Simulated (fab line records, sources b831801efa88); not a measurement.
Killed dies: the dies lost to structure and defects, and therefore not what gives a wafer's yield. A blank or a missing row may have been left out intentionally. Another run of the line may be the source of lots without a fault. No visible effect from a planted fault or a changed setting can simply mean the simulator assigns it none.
Which tool was responsible? + flow sky130 + 12 lots with 35 wafers sampled at 2 steps, on a route of 708 steps

== WHAT THE GAUGES READ, wafer by wafer ==
SKY_VIA1_CD_MEAS_12: the cd target is 150 nm.
| lot  | measured     | on        | cd-nm (nm)        |
|------|--------------|-----------|-------------------|
| L262 | day 34 14:04 | cd-sem-01 | 150.6 149.9 150.2 |
| L263 | day 35 00:04 | cd-sem-01 | 148.9 149.8 148.9 |
| L264 | day 35 16:49 | cd-sem-01 | 148.2 149.3 149.8 |
| L265 | day 36 17:55 | cd-sem-02 | 151.8 150.7 150.9 |
| L266 | day 36 21:38 | cd-sem-01 | 152.6 151.7 151.2 |
| L268 | day 37 00:05 | cd-sem-01 | 149.7 150.1 149.5 |
| L272 | day 38 01:08 | cd-sem-02 | 150.5 152.0 150.1 |
| L274 | day 38 21:55 | cd-sem-01 | 150.1 147.9       |
| L276 | day 39 09:41 | cd-sem-01 | 150.7 150.8 149.3 |
| L280 | day 40 14:56 | cd-sem-01 | 149.0 150.0 148.7 |
| L281 | day 40 16:05 | cd-sem-02 | 148.6 149.1 147.5 |
| L282 | day 40 18:40 | cd-sem-02 | 149.1 148.9 150.3 |

== EACH LOT AND THE TOOL THAT RAN IT (in order: tool; ch and the chambers of the sampled wafers; start) ==
| lot  | SKY_VIA1_CMP_02               |
|------|-------------------------------|
| L262 | cmp-02 ch 2,3, day 33 11:26   |
| L263 | cmp-02 ch 1,2,3, day 33 21:44 |
| L264 | cmp-02 ch 0,1, day 34 14:08   |
| L265 | cmp-01 ch 1,2,3, day 35 15:53 |
| L266 | cmp-01 ch 1,2, day 35 19:31   |
| L268 | cmp-02 ch 0,2, day 35 21:23   |
| L272 | cmp-01 ch 2,3, day 36 23:21   |
| L274 | cmp-01 ch 1,3, day 37 20:02   |
| L276 | cmp-01 ch 0,1,3, day 38 07:54 |
| L280 | cmp-02 ch 1,2,3, day 39 14:43 |
| L281 | cmp-02 ch 0,1, day 39 16:01   |
| L282 | cmp-02 ch 2,3, day 39 18:17   |
- SKY_VIA1_CMP_02: polishes SiO2.

== AS READ BY THE TOOLS THEMSELVES (means over the sampled wafers that have a number; for cases with no such wafer, the mark the record gives instead) ==
SKY_VIA1_CMP_02.
| lot  | tool   | edge-zone-pressure-frac | motor-current-A (A) |
|------|--------|-------------------------|---------------------|
| L262 | cmp-02 | 1.003                   | 11.5                |
| L263 | cmp-02 | 0.995                   | 12.3                |
| L264 | cmp-02 | 1.002                   | 12.7                |
| L265 | cmp-01 | 1.004                   | 11.7                |
| L266 | cmp-01 | 0.996                   | 10.8                |
| L268 | cmp-02 | 1.000                   | 11.7                |
| L272 | cmp-01 | 1.002                   | 10.7                |
| L274 | cmp-01 | 1.003                   | 13.0                |
| L276 | cmp-01 | 0.998                   | 11.9                |
| L280 | cmp-02 | 1.003                   | 12.2                |
| L281 | cmp-02 | 1.003                   | 12.5                |
| L282 | cmp-02 | 0.998                   | 10.9                |

== THE ANSWER, worked out from the rows above alone ==
Rule: what is usual is taken from the lots themselves. Put in order of their means at a reading, lots are off if they are a third of the lots or fewer, leave a main group of 4 or more, and stand apart from it by a gap of 3 or more times the standard deviation of the main group's means; of several such gaps the widest counts. A main group whose means are all the same, to the digits that the tables above print for the reading, isn't used. A lot without any number at a reading at which 4 lots or more have one is off too. All remaining lots with rows at the step are treated as sound. After the gauges, taken in route order, come the tools' own readings; for these a lot's mean is taken, as printed above. The first step at which some lot is off is used, and at that step the reading that is off furthest; a lot without a number counts as furthest.
No lot is off on any of the readings shown, so nothing can be concluded from this.

== WHAT THE SIMULATOR HAD INSERTED ==
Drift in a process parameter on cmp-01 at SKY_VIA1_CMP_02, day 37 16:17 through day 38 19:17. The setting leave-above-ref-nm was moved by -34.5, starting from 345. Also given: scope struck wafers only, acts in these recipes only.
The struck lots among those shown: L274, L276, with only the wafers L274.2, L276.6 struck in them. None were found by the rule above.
